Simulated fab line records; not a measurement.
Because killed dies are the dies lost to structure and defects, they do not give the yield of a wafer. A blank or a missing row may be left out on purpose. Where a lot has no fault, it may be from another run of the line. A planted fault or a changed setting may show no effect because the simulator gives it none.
Chamber matching ; flow gf180mcu ; 3 sister chambers for GF_CONTACT_CVD_02 on pecvd-04
The step deposits SiO2 from TEOS, target thk 860 nm, time 95.992 s. 3 wafers are shown with their chamber, then 6 later ones without.

== WAFERS WITH THEIR CHAMBER ==
wafer;chamber;heater power w (W)
L665.4;0;542
L669.3;1;654
L669.4;2;725

== WAFERS WITH NO CHAMBER GIVEN ==
wafer;heater power w (W)
L671.2;715
L671.3;569
L671.5;740
L672.3;653
L672.4;599
L672.5;708

== CHAMBER TAKEN BY EACH ==
wafer;from the rows above;in truth
L671.2;can't be placed: 2 or 1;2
L671.3;0;0
L671.5;2;2
L672.3;1;1
L672.4;can't be placed: 1 or 0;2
L672.5;can't be placed: 2 or 1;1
Correctly placed: 3 of 6. Can't be placed from these rows: 3 (the true chamber is among the candidates in 2). Number placed wrongly: 0.
How it was worked out, from the rows above alone: a wafer's distance from a chamber is the root of the sum, over the readings, of the square of ((its reading less the chamber's mean) divided by the reading's scatter). The wafer belongs to the nearest chamber; if the next one is less than 2 further off, it can't be placed. The mean given for a chamber averages the wafers shown for that chamber. The scatter: with one shown wafer a chamber, the root of the mean of the squares of how far each hidden wafer lies from its nearest shown one.
